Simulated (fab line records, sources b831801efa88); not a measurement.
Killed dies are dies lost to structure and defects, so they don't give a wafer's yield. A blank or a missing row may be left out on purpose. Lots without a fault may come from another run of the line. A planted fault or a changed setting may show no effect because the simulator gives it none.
Which tool did it? | flow sky130 | 11 lots, 33 wafers sampled, at 2 steps of a route of 708

WHAT THE GAUGES READ, wafer by wafer
SKY_VT_ADJUST_NCORE_CD_MEAS_07: target cd 380 nm.
lot  | measured     | on        | cd_nm (nm)
L285 | day 8 12:14  | cd_sem-02 | 380.2 379.0 377.8
L286 | day 8 15:44  | cd_sem-01 | 379.4 378.6 377.2
L288 | day 9 06:28  | cd_sem-02 | 383.6 383.0 381.3
L289 | day 9 12:49  | cd_sem-02 | 377.9 378.0 377.7
L293 | day 11 00:56 | cd_sem-02 | 379.1 379.4 378.9
L296 | day 11 22:54 | cd_sem-01 | 378.9 380.3 376.0
L297 | day 12 05:55 | cd_sem-01 | 377.0 379.0 377.8
L298 | day 12 10:06 | cd_sem-02 | 375.3 373.8 377.2
L299 | day 12 18:50 | cd_sem-01 | 385.5 387.8 384.0
L306 | day 14 18:28 | cd_sem-01 | 375.9 378.7 376.2
L308 | day 15 09:38 | cd_sem-01 | 380.1 381.6 379.6

WHICH TOOL RAN EACH LOT (tool, then ch and the chambers of the sampled wafers, then the start)
lot  | SKY_VT_ADJUST_NCORE_COAT_02
L285 | litho_track-01 ch 0, day 8 02:19
L286 | litho_track-01 ch 0, day 8 05:34
L288 | litho_track-04 ch 0, day 8 19:01
L289 | litho_track-04 ch 0, day 9 02:25
L293 | litho_track-01 ch 0, day 10 12:47
L296 | litho_track-02 ch 0, day 11 10:31
L297 | litho_track-04 ch 0, day 11 17:56
L298 | litho_track-04 ch 0, day 11 22:04
L299 | litho_track-04 ch 0, day 12 06:29
L306 | litho_track-01 ch 0, day 14 04:58
L308 | litho_track-01 ch 0, day 14 20:11
- SKY_VT_ADJUST_NCORE_COAT_02: resist thk 1140 nm.

WHAT THE TOOLS THEMSELVES READ (means of the sampled wafers that have a number; where no wafer has one, the mark that the record gives instead)
The record holds no such reading with a usual standard deviation.

THE ANSWER, worked out from the rows above alone
Rule: what is usual is taken from the lots themselves. Put in order of their means at a reading, lots are off if they are a third of the lots or fewer, leave a main group of 4 or more, and stand apart from it by a gap of 3 or more times the standard deviation of the main group's means; of several such gaps the widest counts. A main group whose means are all the same, to the digits that the tables above print for the reading, isn't used. A lot without any number at a reading at which 4 lots or more have one is off too. The other lots that the step has rows for count as sound. The gauges are gone through in route order, then the tools' own readings, and for those a lot's mean is taken as printed above. The first step at which some lot is off is used, and at that step the reading that is off furthest; a lot without a number counts as furthest.
No lot is off at any reading shown: from this, nothing can be told.

WHAT THE SIMULATOR HAD PUT IN
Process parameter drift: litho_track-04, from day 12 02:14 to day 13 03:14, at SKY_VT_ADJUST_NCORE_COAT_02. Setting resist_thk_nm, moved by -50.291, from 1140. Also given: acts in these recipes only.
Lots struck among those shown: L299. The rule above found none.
